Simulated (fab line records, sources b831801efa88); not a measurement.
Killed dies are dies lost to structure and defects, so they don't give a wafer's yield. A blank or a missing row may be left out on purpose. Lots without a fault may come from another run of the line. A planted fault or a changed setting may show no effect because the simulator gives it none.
Problem report in the 8D (eight disciplines) form, filled by code | flow gf180mcu | the parts of the form that need people (team, actions taken, sign-off) are left out

1. THE PROBLEM
cd_nm at GF_M1_CD_MEAS_14 reads a mean of 177.0 nm on 3 wafers of 1 lot; wafers without a fault read 230.4 nm with a standard deviation of 1.4. That is -38 standard deviations from the usual mean.
The step: target cd 230 nm.
First seen on wafer L849.1, day 23 09:48, on cd_sem-01. The record holds 39 wafers of 13 lots with a number at this step. Rule for "out", or "out of limits": more than 4 standard deviations from the usual mean. The other wafers with a number count as sound.

2. WHAT IT IS AND WHAT IT IS NOT
question                    | is                     | is not
which readings at this step | cd_nm                  | -
which lots                  | L849                   | L832, L833, L834, L835, L836, L837, L839, L842, L845, L851, L852, L853
which wafers of those lots  | all that have a number | -
read on which gauges        | cd_sem-01              | cd_sem-02
when                        | from day 23 09:48      | up to then (27 sound wafers); but 9 sound wafers of L851, L852, L853 came after

3. SUSPECTS, AND WHAT RULES EACH OUT
Counting: a tool at a process step up to the reading stays a suspect if it ran every lot that is out and no sound lot after the first of them.
- the gauge at GF_M1_CD_MEAS_14: ruled out. All the wafers that are out were read on cd_sem-01, but those of them that GF_M1_EXPOSE_11 has rows for are out there too, on other tools.
- pecvd-03 at GF_SAB_CVD_00 (deposits SiO2 from TEOS, target thk 50 nm, time 4.9302 s): ruled out as a lasting fault. Sound lots L853 ran on it after its first lot that is out, L849 (day 20 07:13).
- krf_scanner-01 at GF_M1_EXPOSE_11 (exposes mask Metal1, target cd 230 nm): kept. It ran the lot that is out, L849 (day 22 22:46), and no sound lot after that; its last sound lot up to then is L845 (day 21 13:45). Its own readings are out on those wafers: exposure_dose_mJ_cm2.
Left after counting: krf_scanner-01 at GF_M1_EXPOSE_11.

4. THE CAUSE (what the simulator had put in)
Process parameter drift: krf_scanner-01, from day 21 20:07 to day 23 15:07, at GF_M1_EXPOSE_11. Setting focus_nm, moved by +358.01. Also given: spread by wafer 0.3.
Counting left only this tool.

5. THE CHAIN OF EFFECTS, in route order
Each row: a reading whose mean over the struck wafers that have a number lies more than 3 standard deviations from the usual. Only readings for which the record gives a usual standard deviation are gone through. hours: the time from each lot's start at the first step in this table that gives one to its start at this step, as a median over the lots. sigmas: the change in usual standard deviations.
hours | step             | reading              | usual    | on struck wafers | change | sigmas
0     | GF_M1_EXPOSE_11  | exposure_dose_mJ_cm2 | 27.80    | 26.44            | -1.36  | -44
11    | GF_M1_CD_MEAS_14 | cd_nm                | 230.4 nm | 177.0            | -53.4  | -38
The process steps in it:
- GF_M1_EXPOSE_11: exposes mask Metal1, target cd 230 nm.
Later measuring or inspecting steps at which every struck wafer that the step has a row for has a number for every such reading, and none has moved that far: GF_V1_BOW_MEAS_05.

6. WHAT WOULD HAVE CAUGHT IT SOONER
In this record the first reading out of limits at a measuring or inspecting step was taken at day 23 09:48, 38 hours after the fault began at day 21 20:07.
The tool's own readings at GF_M1_EXPOSE_11 were out on every struck wafer that the step has a row for (exposure_dose_mJ_cm2): an alarm limit on them would have fired on the first of those.
All the lots that are out (1) had begun GF_M1_EXPOSE_11 on krf_scanner-01 by day 23 09:48. A hold on the tool at that time would have spared none of them.
